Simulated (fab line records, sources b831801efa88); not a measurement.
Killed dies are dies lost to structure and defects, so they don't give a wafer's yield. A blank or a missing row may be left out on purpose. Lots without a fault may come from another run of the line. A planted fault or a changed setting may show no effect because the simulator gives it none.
Problem report in the 8D (eight disciplines) form, filled by code | flow sky130 | the parts of the form that need people (team, actions taken, sign-off) are left out

1. THE PROBLEM
cd_nm at SKY_LDD_P_CD_MEAS_07 reads a mean of 423.8 nm on 5 wafers of 3 lots; wafers without a fault read 379.7 nm with a standard deviation of 2.3. That is +19 standard deviations from the usual mean.
The step: target cd 380 nm.
First seen on wafer L349.2, day 22 09:30, on cd_sem-02. The record holds 36 wafers of 13 lots with a number at this step. Rule for "out", or "out of limits": more than 4 standard deviations from the usual mean. The other wafers with a number count as sound.

2. WHAT IT IS AND WHAT IT IS NOT
question                    | is                                     | is not
which readings at this step | cd_nm                                  | -
which lots                  | L349, L350, L352                       | L341, L342, L345, L346, L356, L358, L359, L360, L361, L362
which wafers of those lots  | L349.2, L349.6, L350.6, L352.2, L352.6 | L350.3
read on which gauges        | cd_sem-02                              | cd_sem-01
when                        | from day 22 09:30                      | up to then (12 sound wafers); but 19 sound wafers of L350, L356, L358, L359, L360, L361, L362 came after

3. SUSPECTS, AND WHAT RULES EACH OUT
Counting: a tool at a process step up to the reading stays a suspect if it ran every lot that is out. Sound lots after the first of them don't rule it out here, since some wafers of a struck lot are sound.
- the gauge at SKY_LDD_P_CD_MEAS_07: kept. All the wafers that are out were read on cd_sem-02, and no step on other tools shows them out.
- litho_track-02 at SKY_LDD_P_DEVELOP_06 (develop time 60 s): kept. It ran every lot that is out, first L349 (day 22 09:22); its last sound lot up to then is L346 (day 21 09:11).
Left after counting: litho_track-02 at SKY_LDD_P_DEVELOP_06, cd_sem-02 at SKY_LDD_P_CD_MEAS_07.

4. THE CAUSE (what the simulator had put in)
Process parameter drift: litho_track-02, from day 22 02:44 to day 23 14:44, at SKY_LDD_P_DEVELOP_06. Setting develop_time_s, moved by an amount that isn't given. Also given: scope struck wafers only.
Counting left 2 suspects, and this tool is among them.

5. THE CHAIN OF EFFECTS, in route order
Each row: a reading whose mean over the struck wafers that have a number lies more than 3 standard deviations from the usual. Only readings for which the record gives a usual standard deviation are gone through. hours: the time from each lot's start at the first step in this table that gives one to its start at this step, as a median over the lots. sigmas: the change in usual standard deviations.
hours | step                 | reading | usual    | on struck wafers | change | sigmas
0     | SKY_LDD_P_CD_MEAS_07 | cd_nm   | 379.7 nm | 423.8            | +44.1  | +19

6. WHAT WOULD HAVE CAUGHT IT SOONER
In this record the first reading out of limits at a measuring or inspecting step was taken at day 22 09:30, 7 hours after the fault began at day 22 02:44.
Of the tool readings at SKY_LDD_P_DEVELOP_06 for which the record gives a usual standard deviation, none was out on any struck wafer, so an alarm limit of 4 standard deviations on them would not have fired.
Of the lots that are out (3), L350, L352 began SKY_LDD_P_DEVELOP_06 on litho_track-02 after day 22 09:30. A hold on the tool at that time would have spared those 2.
